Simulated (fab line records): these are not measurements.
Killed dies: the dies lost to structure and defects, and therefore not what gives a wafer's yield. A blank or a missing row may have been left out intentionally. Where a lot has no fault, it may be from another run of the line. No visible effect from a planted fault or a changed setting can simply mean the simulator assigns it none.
fab line records + flow gf180mcu
[record]
- lots = 15
- wafers = 45
- last-day = 34
route steps=602 shown M4@468
lots with no fault: from the same line, run without faults
start-h: hours from the record's opening day to when the first of the lot's shown wafers began + wait-h: how many hours have passed since the lot's step before this one + " identical to the entry in the row above + L1.1+2: a single row standing in for several wafers + - no value, or no start given + * or withheld: withheld + < > ~ a bound
route shown NAME@n: NAME is a module with steps in the file, n the number in the route of the first one + usual: average and standard deviation across the fault-free wafers + same: alike in all rows + chamber/n: place in a boat + sites: each site's reading + _std_site: the standard deviation of these + _edge_site: inner sites' mean taken away from outer sites' mean + radius-mm: how far each site lies from the wafer's centre + mask NAME#n: copy n + behind: the last tool/chamber to shape the wafer + hold: why the lot went on hold/how many hours it stayed there/how the hold came to an end + device: names the non-switching transistor (n, p or np) + end of line: the same wafers' tests at the end of the route + step lacking rows: just its recipe + killed: the dies lost at the first sort to structure and to defects; this is not the yield of the wafer + map: a wafer's dies, x killed, . not, _ none there
set.NAME: the setting that was run; set.NAME@STEP: the one run at that earlier step + model.NAME: the simulator's own value behind a step, which no gauge read
the route's steps for a sample of lots (tables are steps, rows are wafers)
[[steps]]
[step GF_M4_PEB_12]
[recipe]
- peb-temp-c = 135
- peb-time-s = 90
- resist = KrF
[usual]
- chill-plate-temp-C = 23.03/0.098
- exhaust-pa = 44.8/0.93
| lot.wafer | tool           | chamber | start-h | wait-h | chill-plate-temp-C | exhaust-pa |
|-----------|----------------|---------|---------|--------|--------------------|------------|
| L649.3    | litho-track-04 | 0       | 547.70  | -      | 23.30              | 44.7       |
| L649.5    | "              | 0       | "       | "      | 23.19              | 45.7       |
| L649.6    | "              | 0       | "       | "      | 23.17              | 44.4       |
| L651.1    | litho-track-03 | 0       | 565.75  | -      | 22.93              | 43.0       |
| L651.3    | "              | 0       | "       | "      | 23.07              | 43.7       |
| L651.6    | "              | 0       | "       | "      | 22.94              | 44.5       |
| L652.1    | litho-track-04 | 0       | 568.58  | -      | 23.05              | 43.6       |
| L652.3    | "              | 0       | "       | "      | 23.11              | 45.5       |
| L652.4    | "              | 0       | "       | "      | 23.00              | 45.2       |
| L654.1    | litho-track-02 | 0       | 587.39  | -      | 23.13              | 43.2       |
| L654.4    | "              | 0       | "       | "      | 23.14              | 43.8       |
| L654.6    | "              | 0       | "       | "      | 23.09              | 43.5       |
| L653.1    | litho-track-04 | 0       | 596.83  | -      | 23.02              | 44.5       |
| L653.2    | "              | 0       | "       | "      | 22.98              | 45.1       |
| L653.6    | "              | 0       | "       | "      | 23.13              | 44.5       |
| L656.2    | litho-track-03 | 0       | 603.03  | -      | 23.00              | 45.4       |
| L656.3    | "              | 0       | "       | "      | 23.24              | 46.0       |
| L656.6    | "              | 0       | "       | "      | 23.15              | 45.4       |
| L657.1    | litho-track-02 | 0       | 609.04  | -      | 23.05              | 44.6       |
| L657.5    | "              | 0       | "       | "      | 23.11              | 45.0       |
| L657.6    | "              | 0       | "       | "      | 22.99              | 45.4       |
| L658.1    | litho-track-02 | 0       | 621.34  | -      | 23.03              | 45.6       |
| L658.4    | "              | 0       | "       | "      | 23.06              | 45.7       |
| L658.6    | "              | 0       | "       | "      | 23.21              | 44.4       |
| L661.2    | litho-track-04 | -       | 642.22  | -      | -                  | -          |
| L661.3    | "              | -       | "       | "      | -                  | -          |
| L661.4    | "              | -       | "       | "      | -                  | -          |
| L662.1    | litho-track-02 | -       | 651.94  | -      | -                  | -          |
| L662.3    | "              | -       | "       | "      | -                  | -          |
| L662.5    | "              | -       | "       | "      | -                  | -          |
| L663.2    | litho-track-04 | -       | 654.52  | -      | -                  | -          |
| L663.4    | "              | -       | "       | "      | -                  | -          |
| L663.6    | "              | -       | "       | "      | -                  | -          |
| L668.1    | litho-track-04 | 0       | 691.38  | -      | 23.02              | 44.4       |
| L668.2    | "              | 0       | "       | "      | 23.20              | 44.5       |
| L668.4    | "              | 0       | "       | "      | 22.99              | 44.8       |
| L669.1    | litho-track-03 | 0       | 693.35  | -      | 22.93              | 44.9       |
| L669.2    | "              | 0       | "       | "      | 22.95              | 45.4       |
| L669.4    | "              | 0       | "       | "      | 22.99              | 44.4       |
| L670.1    | litho-track-04 | 0       | 702.58  | -      | 23.09              | 44.7       |
| L670.3    | "              | 0       | "       | "      | 22.93              | 44.3       |
| L670.4    | "              | 0       | "       | "      | 22.99              | 44.6       |
| L671.1    | litho-track-02 | 0       | 713.39  | -      | 23.04              | 45.6       |
| L671.3    | "              | 0       | "       | "      | 22.98              | 43.9       |
| L671.6    | "              | 0       | "       | "      | 23.07              | 44.9       |
[[key]]
[first-sign]
- step = GF_M4_PEB_12
- reading = tool-record
- direction = missing
effect none on later readings
met-at GF_M4_PEB_12
struck-lots L661,L662,L663
later-rows-left-out L661.2,L661.3,L661.4,L662.1,L662.3,L662.5,L663.2,L663.4,L663.6
sort-left-out L661.2,L661.3,L661.4,L662.1,L662.3,L662.5,L663.2,L663.4,L663.6
onset-between 621.34 642.22
[fault]
- kind = skipped-step-whole
- tool = litho-track-02,litho-track-04
- chamber = -
- onset-h = 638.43
- steps = GF_M4_PEB_12
- scope = struck-lots-only
// sort-left-out: the simulated sort isn't trusted on such a fault, so these wafers' sort isn't shown, and their yield isn't known
// later-rows-left-out: the simulator's readings of these wafers behind a module that went badly wrong aren't trusted and aren't shown, but for the sort
